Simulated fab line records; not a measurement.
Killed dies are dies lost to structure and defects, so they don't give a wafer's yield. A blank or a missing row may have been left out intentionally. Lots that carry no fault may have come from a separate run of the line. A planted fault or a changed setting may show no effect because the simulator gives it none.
Chamber matching + flow sky130 + rieDiel-03 running SKY_PAD_OPEN_ETCH_07: 4 sister chambers
The step etches the open film in CF4/O2, stops on AlCu, target depth 725 nm, time 161.1 s. 14 wafers are shown with their chamber, then 7 later ones without.

EACH WAFER AND ITS CHAMBER
| wafer  | chamber | drypumpMotorCurrentA (A) | oesProductAu (a.u.) | throttleValvePct (%) |
|--------|---------|--------------------------|---------------------|----------------------|
| L075.4 | 1       | 6.5                      | 0.978               | 5.955                |
| L075.5 | 1       | 6.5                      | 0.981               | 5.955                |
| L075.6 | 0       | 5.1                      | 0.974               | 5.974                |
| L076.3 | 3       | 5.9                      | 0.973               | 5.955                |
| L076.5 | 0       | 5.1                      | 0.977               | 5.961                |
| L076.6 | 1       | 6.4                      | 0.980               | 5.982                |
| L079.1 | 0       | 5.0                      | 0.970               | 5.971                |
| L079.2 | 1       | 6.5                      | 0.974               | 5.965                |
| L079.6 | 1       | 6.5                      | 0.978               | 5.954                |
| L082.3 | 0       | 5.1                      | 0.975               | 5.963                |
| L082.5 | 2       | 6.2                      | 0.982               | 5.951                |
| L082.6 | 0       | 5.1                      | 0.982               | 5.963                |
| L088.3 | 0       | 5.1                      | 0.977               | 5.964                |
| L088.4 | 0       | 5.1                      | 0.973               | 5.983                |

SIGNATURES (means of the wafers above)
| reading              | chamber 0 | chamber 1 | chamber 2 | chamber 3 | scatter within a chamber |
|----------------------|-----------|-----------|-----------|-----------|--------------------------|
| drypumpMotorCurrentA | 5.086     | 6.480     | 6.200     | 5.900     | 0.0407                   |
| oesProductAu         | 0.97543   | 0.97820   | 0.98200   | 0.97300   | 0.00338                  |
| throttleValvePct     | 5.96843   | 5.96220   | 5.95100   | 5.95500   | 0.00977                  |
Rule: for a wafer and a chamber, the distance is found by dividing, reading by reading, the gap between the wafer's reading and the chamber's mean by the reading's scatter, squaring, summing and taking the root. If the next closest chamber is less than 2 further off than the closest, the wafer can't be placed; otherwise it belongs to the closest. How the scatter is found: for the shown wafers, subtract from each reading the mean of its chamber, square and add these, divide the total by (wafers less chambers), then take the root.

WAFERS WHOSE CHAMBER IS MISSING
| wafer  | drypumpMotorCurrentA (A) | oesProductAu (a.u.) | throttleValvePct (%) |
|--------|--------------------------|---------------------|----------------------|
| L088.5 | 6.2                      | 0.980               | 5.965                |
| L089.1 | 5.1                      | 0.968               | 5.968                |
| L089.2 | 6.2                      | 0.963               | 5.952                |
| L089.4 | 6.4                      | 0.975               | 5.965                |
| L090.2 | 5.1                      | 0.981               | 5.963                |
| L090.3 | 6.2                      | 0.981               | 5.959                |
| L090.6 | 5.1                      | 0.982               | 5.965                |

EACH ONE'S CHAMBER
| wafer  | from the rows above | in truth |
|--------|---------------------|----------|
| L088.5 | 2                   | 2        |
| L089.1 | 0                   | 0        |
| L089.2 | 2                   | 2        |
| L089.4 | 1                   | 1        |
| L090.2 | 0                   | 0        |
| L090.3 | 2                   | 2        |
| L090.6 | 0                   | 0        |
7 of 7 placed correctly. Left unplaced by these rows: 0. Placed wrongly: 0.
